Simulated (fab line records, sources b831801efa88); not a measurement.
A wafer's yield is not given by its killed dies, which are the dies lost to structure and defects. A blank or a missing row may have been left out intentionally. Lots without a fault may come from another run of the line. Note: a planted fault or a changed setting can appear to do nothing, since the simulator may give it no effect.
Which tool was responsible? :: flow sky130 :: 15 lots with 45 wafers sampled at 4 steps, on a route of 708 steps

WHAT EACH GAUGE READ, for each wafer
SKY_PAD_OPEN_BOW_MEAS_13. Usual: PAD_OPEN_BOW 47 um, standard deviation 9.5.
lot: L397
measured: day 45 02:16
on: filmMetro-01
PAD_OPEN_BOW (um): 36 38 29
flag: 

lot: L401
measured: day 47 04:55
on: filmMetro-03
PAD_OPEN_BOW (um): 44 45 40
flag: 

lot: L403
measured: day 47 13:20
on: filmMetro-02
PAD_OPEN_BOW (um): 61 53 44
flag: 

lot: L404
measured: day 47 15:59
on: filmMetro-01
PAD_OPEN_BOW (um): 49 38 40
flag: 

lot: L405
measured: day 47 16:26
on: filmMetro-01
PAD_OPEN_BOW (um): 50 51 70
flag: 

lot: L408
measured: day 48 02:56
on: filmMetro-01
PAD_OPEN_BOW (um): 51 41 42
flag: 

lot: L414
measured: day 49 22:43
on: filmMetro-03
PAD_OPEN_BOW (um): 53 62 47
flag: 

lot: L415
measured: day 50 03:44
on: filmMetro-01
PAD_OPEN_BOW (um): 37 29 41
flag: 

lot: L416
measured: day 50 04:13
on: filmMetro-02
PAD_OPEN_BOW (um): 41 41 47
flag: 

lot: L417
measured: day 50 16:59
on: filmMetro-01
PAD_OPEN_BOW (um): 53 38 48
flag: 

lot: L420
measured: day 50 21:07
on: filmMetro-02
PAD_OPEN_BOW (um): 45 40 42
flag: 

lot: L418
measured: day 50 22:11
on: filmMetro-03
PAD_OPEN_BOW (um): 46 49 37
flag: 

WHICH TOOL RAN EACH LOT (tool, then ch and the chambers of the sampled wafers, then the start)
lot: L397
SKY_METAL5_STRIP_16: plasmaAsher-03 ch 0,1, day 43 02:53
SKY_PASSIVATION_CVD_00: pecvd-02 ch 0,2, day 43 03:28
SKY_PASSIVATION_DEVELOP_10: lithoTrack-02 ch 0, day 44 02:00

lot: L401
SKY_METAL5_STRIP_16: plasmaAsher-03 ch 0,1, day 45 08:43
SKY_PASSIVATION_CVD_00: pecvd-01 ch 0,2, day 45 09:18
SKY_PASSIVATION_DEVELOP_10: lithoTrack-02 ch 0, day 46 06:00

lot: L403
SKY_METAL5_STRIP_16: plasmaAsher-04 ch 0,1, day 45 17:22
SKY_PASSIVATION_CVD_00: pecvd-01 ch 0,1,2, day 45 17:57
SKY_PASSIVATION_DEVELOP_10: lithoTrack-01 ch 0, day 46 14:00

lot: L404
SKY_METAL5_STRIP_16: plasmaAsher-02 ch 0,1, day 45 19:52
SKY_PASSIVATION_CVD_00: pecvd-03 ch 0,1,2, day 45 20:27
SKY_PASSIVATION_DEVELOP_10: lithoTrack-01 ch 0, day 46 17:00

lot: L405
SKY_METAL5_STRIP_16: plasmaAsher-02 ch 0,1, day 45 21:13
SKY_PASSIVATION_CVD_00: pecvd-01 ch 0,1,2, day 45 21:50
SKY_PASSIVATION_DEVELOP_10: lithoTrack-01 ch 0, day 46 17:00

lot: L408
SKY_METAL5_STRIP_16: plasmaAsher-03 ch 0,1, day 46 07:34
SKY_PASSIVATION_CVD_00: pecvd-02 ch 0,1, day 46 08:09
SKY_PASSIVATION_DEVELOP_10: lithoTrack-02 ch 0, day 47 04:00

lot: L411
SKY_METAL5_STRIP_16: plasmaAsher-04 ch 0,1, day 47 07:34
SKY_PASSIVATION_CVD_00: pecvd-01 ch 0,1, day 47 08:13
SKY_PASSIVATION_DEVELOP_10: lithoTrack-04, day 48 03:00

lot: L413
SKY_METAL5_STRIP_16: plasmaAsher-02 ch 0, day 48 03:32
SKY_PASSIVATION_CVD_00: pecvd-02 ch 1,2, day 48 04:19
SKY_PASSIVATION_DEVELOP_10: lithoTrack-02, day 48 22:00

lot: L414
SKY_METAL5_STRIP_16: plasmaAsher-02 ch 0,1, day 48 08:16
SKY_PASSIVATION_CVD_00: pecvd-01 ch 0,1, day 48 08:51
SKY_PASSIVATION_DEVELOP_10: lithoTrack-02 ch 0, day 49 03:00

lot: L412
SKY_METAL5_STRIP_16: plasmaAsher-02 ch 0, day 48 12:10
SKY_PASSIVATION_CVD_00: pecvd-03 ch 0,2, day 48 12:49
SKY_PASSIVATION_DEVELOP_10: lithoTrack-02, day 49 07:00

lot: L415
SKY_METAL5_STRIP_16: plasmaAsher-04 ch 0,1, day 48 12:28
SKY_PASSIVATION_CVD_00: pecvd-02 ch 0,1,2, day 48 13:25
SKY_PASSIVATION_DEVELOP_10: lithoTrack-04 ch 0, day 49 07:00

lot: L416
SKY_METAL5_STRIP_16: plasmaAsher-03 ch 0,1, day 48 14:19
SKY_PASSIVATION_CVD_00: pecvd-01 ch 0,1,2, day 48 15:07
SKY_PASSIVATION_DEVELOP_10: lithoTrack-04 ch 0, day 49 08:00

lot: L417
SKY_METAL5_STRIP_16: plasmaAsher-03 ch 0,1, day 49 04:04
SKY_PASSIVATION_CVD_00: pecvd-01 ch 0,1, day 49 04:41
SKY_PASSIVATION_DEVELOP_10: lithoTrack-04 ch 0, day 49 22:00

lot: L420
SKY_METAL5_STRIP_16: plasmaAsher-03 ch 1, day 49 08:50
SKY_PASSIVATION_CVD_00: pecvd-01 ch 0,1, day 49 09:28
SKY_PASSIVATION_DEVELOP_10: lithoTrack-02 ch 0, day 50 02:00

lot: L418
SKY_METAL5_STRIP_16: plasmaAsher-04 ch 0,1, day 49 09:08
SKY_PASSIVATION_CVD_00: pecvd-02 ch 0,1, day 49 09:44
SKY_PASSIVATION_DEVELOP_10: lithoTrack-02 ch 0, day 50 03:00
- SKY_METAL5_STRIP_16: strips in O2/N2.
- SKY_PASSIVATION_CVD_00: deposits SiO2, target thk 90 nm.
- SKY_PASSIVATION_DEVELOP_10: develop time 60 s.

WHAT THE TOOLS THEMSELVES READ (means of the sampled wafers that have a number; where no wafer has one, the mark that the record gives instead)
SKY_METAL5_STRIP_16. Usual: drypumpMotorCurrentA 5.6 A, standard deviation 0.38; o2FlowSccm 3000 sccm, standard deviation 8.9; oesProductAu 0.710 a.u., standard deviation 0.0049; stripTimeToEndpointS 13.03 s, standard deviation 0.091.
lot: L397
tool: plasmaAsher-03
drypumpMotorCurrentA (A): 5.6
o2FlowSccm (sccm): 2994
oesProductAu (a.u.): 0.715
stripTimeToEndpointS (s): 13.07
flag: 

lot: L401
tool: plasmaAsher-03
drypumpMotorCurrentA (A): 5.6
o2FlowSccm (sccm): 2986
oesProductAu (a.u.): 0.709
stripTimeToEndpointS (s): 13.14
flag: 

lot: L403
tool: plasmaAsher-04
drypumpMotorCurrentA (A): 6.0
o2FlowSccm (sccm): 2996
oesProductAu (a.u.): 0.708
stripTimeToEndpointS (s): 13.13
flag: 

lot: L404
tool: plasmaAsher-02
drypumpMotorCurrentA (A): 5.2
o2FlowSccm (sccm): 2999
oesProductAu (a.u.): 0.712
stripTimeToEndpointS (s): 12.96
flag: 

lot: L405
tool: plasmaAsher-02
drypumpMotorCurrentA (A): 5.2
o2FlowSccm (sccm): 2992
oesProductAu (a.u.): 0.710
stripTimeToEndpointS (s): 13.01
flag: 

lot: L408
tool: plasmaAsher-03
drypumpMotorCurrentA (A): 5.6
o2FlowSccm (sccm): 2998
oesProductAu (a.u.): 0.710
stripTimeToEndpointS (s): 12.87
flag: 

lot: L411
tool: plasmaAsher-04
drypumpMotorCurrentA (A): 6.0
o2FlowSccm (sccm): 2993
oesProductAu (a.u.): 0.710
stripTimeToEndpointS (s): 13.03
flag: 

lot: L413
tool: plasmaAsher-02
drypumpMotorCurrentA (A): 5.0
o2FlowSccm (sccm): 3001
oesProductAu (a.u.): 0.712
stripTimeToEndpointS (s): 12.97
flag: 

lot: L414
tool: plasmaAsher-02
drypumpMotorCurrentA (A): 5.2
o2FlowSccm (sccm): 3005
oesProductAu (a.u.): 0.707
stripTimeToEndpointS (s): 13.01
flag: 

lot: L412
tool: plasmaAsher-02
drypumpMotorCurrentA (A): 5.0
o2FlowSccm (sccm): 2992
oesProductAu (a.u.): 0.709
stripTimeToEndpointS (s): 13.05
flag: 

lot: L415
tool: plasmaAsher-04
drypumpMotorCurrentA (A): 6.0
o2FlowSccm (sccm): 3008
oesProductAu (a.u.): 0.707
stripTimeToEndpointS (s): 12.89
flag: 

lot: L416
tool: plasmaAsher-03
drypumpMotorCurrentA (A): 5.6
o2FlowSccm (sccm): 3002
oesProductAu (a.u.): 0.711
stripTimeToEndpointS (s): 13.02
flag: 

lot: L417
tool: plasmaAsher-03
drypumpMotorCurrentA (A): 5.6
o2FlowSccm (sccm): 2996
oesProductAu (a.u.): 0.708
stripTimeToEndpointS (s): 13.07
flag: 

lot: L420
tool: plasmaAsher-03
drypumpMotorCurrentA (A): 5.7
o2FlowSccm (sccm): 3009
oesProductAu (a.u.): 0.712
stripTimeToEndpointS (s): 13.22
flag: 

lot: L418
tool: plasmaAsher-04
drypumpMotorCurrentA (A): 6.1
o2FlowSccm (sccm): 3005
oesProductAu (a.u.): 0.708
stripTimeToEndpointS (s): 13.13
flag: 

SKY_PASSIVATION_CVD_00. Usual: heaterPowerOuterW 399 W, standard deviation 63; heaterPowerW 696 W, standard deviation 100.
lot: L397
tool: pecvd-02
heaterPowerOuterW (W): 421
heaterPowerW (W): 749
flag: 

lot: L401
tool: pecvd-01
heaterPowerOuterW (W): 376
heaterPowerW (W): 663
flag: 

lot: L403
tool: pecvd-01
heaterPowerOuterW (W): 398
heaterPowerW (W): 684
flag: 

lot: L404
tool: pecvd-03
heaterPowerOuterW (W): 340
heaterPowerW (W): 596
flag: 

lot: L405
tool: pecvd-01
heaterPowerOuterW (W): 379
heaterPowerW (W): 665
flag: 

lot: L408
tool: pecvd-02
heaterPowerOuterW (W): 450
heaterPowerW (W): 799
flag: 

lot: L411
tool: pecvd-01
heaterPowerOuterW (W): 327
heaterPowerW (W): 591
flag: 

lot: L413
tool: pecvd-02
heaterPowerOuterW (W): 472
heaterPowerW (W): 804
flag: 

lot: L414
tool: pecvd-01
heaterPowerOuterW (W): 375
heaterPowerW (W): 654
flag: 

lot: L412
tool: pecvd-03
heaterPowerOuterW (W): 324
heaterPowerW (W): 549
flag: 

lot: L415
tool: pecvd-02
heaterPowerOuterW (W): 436
heaterPowerW (W): 771
flag: 

lot: L416
tool: pecvd-01
heaterPowerOuterW (W): 387
heaterPowerW (W): 679
flag: 

lot: L417
tool: pecvd-01
heaterPowerOuterW (W): 342
heaterPowerW (W): 611
flag: 

lot: L420
tool: pecvd-01
heaterPowerOuterW (W): 354
heaterPowerW (W): 622
flag: 

lot: L418
tool: pecvd-02
heaterPowerOuterW (W): 508
heaterPowerW (W): 864
flag: 

SKY_PASSIVATION_DEVELOP_10. Usual: chillPlateTempC 23.01 C, standard deviation 0.11; developerTempC 23.01 C, standard deviation 0.11; exhaustPa 44.7 Pa, standard deviation 0.88.
lot: L397
tool: lithoTrack-02
chillPlateTempC (C): 22.91
developerTempC (C): 22.91
exhaustPa (Pa): 44.3
flag: 

lot: L401
tool: lithoTrack-02
chillPlateTempC (C): 23.14
developerTempC (C): 23.12
exhaustPa (Pa): 43.4
flag: 

lot: L403
tool: lithoTrack-01
chillPlateTempC (C): 23.00
developerTempC (C): 23.10
exhaustPa (Pa): 44.4
flag: 

lot: L404
tool: lithoTrack-01
chillPlateTempC (C): 22.99
developerTempC (C): 23.05
exhaustPa (Pa): 45.2
flag: 

lot: L405
tool: lithoTrack-01
chillPlateTempC (C): 22.89
developerTempC (C): 22.77
exhaustPa (Pa): 43.4
flag: 

lot: L408
tool: lithoTrack-02
chillPlateTempC (C): 23.30
developerTempC (C): 22.99
exhaustPa (Pa): 44.9
flag: 

lot: L411
tool: lithoTrack-04
chillPlateTempC (C): -
developerTempC (C): -
exhaustPa (Pa): -
flag: OFF

lot: L413
tool: lithoTrack-02
chillPlateTempC (C): -
developerTempC (C): -
exhaustPa (Pa): -
flag: OFF

lot: L414
tool: lithoTrack-02
chillPlateTempC (C): 22.95
developerTempC (C): 23.02
exhaustPa (Pa): 43.6
flag: 

lot: L412
tool: lithoTrack-02
chillPlateTempC (C): -
developerTempC (C): -
exhaustPa (Pa): -
flag: OFF

lot: L415
tool: lithoTrack-04
chillPlateTempC (C): 23.02
developerTempC (C): 23.00
exhaustPa (Pa): 44.5
flag: 

lot: L416
tool: lithoTrack-04
chillPlateTempC (C): 23.04
developerTempC (C): 23.02
exhaustPa (Pa): 45.4
flag: 

lot: L417
tool: lithoTrack-04
chillPlateTempC (C): 23.04
developerTempC (C): 23.02
exhaustPa (Pa): 46.0
flag: 

lot: L420
tool: lithoTrack-02
chillPlateTempC (C): 23.02
developerTempC (C): 23.03
exhaustPa (Pa): 44.4
flag: 

lot: L418
tool: lithoTrack-02
chillPlateTempC (C): 22.95
developerTempC (C): 22.99
exhaustPa (Pa): 45.9
flag: 

THE ANSWER, worked out from the rows above alone
Rule: take the mean of a lot's wafers that have a number; if it is more than 3 standard deviations from the usual mean, the lot is off. Also off: a lot with no number at a reading for which 4 or more lots have one. Any other lot the step has rows for is counted as sound. After the gauges, taken in route order, come the tools' own readings; for these a lot's mean is taken, as printed above. At the first step where some lot is off, the reading lying furthest off is the one used; lots without a number count as furthest.
Off: L411, L413, L412 (SKY_PASSIVATION_DEVELOP_10, chillPlateTempC). Without a number there: L411, L413, L412.
If a tool, at that step or one of the process steps before it, ran each lot that is off and ran no sound lot following the first of them, it fits. No candidate that was tried fits.

WHAT HAD BEEN PUT IN BY THE SIMULATOR
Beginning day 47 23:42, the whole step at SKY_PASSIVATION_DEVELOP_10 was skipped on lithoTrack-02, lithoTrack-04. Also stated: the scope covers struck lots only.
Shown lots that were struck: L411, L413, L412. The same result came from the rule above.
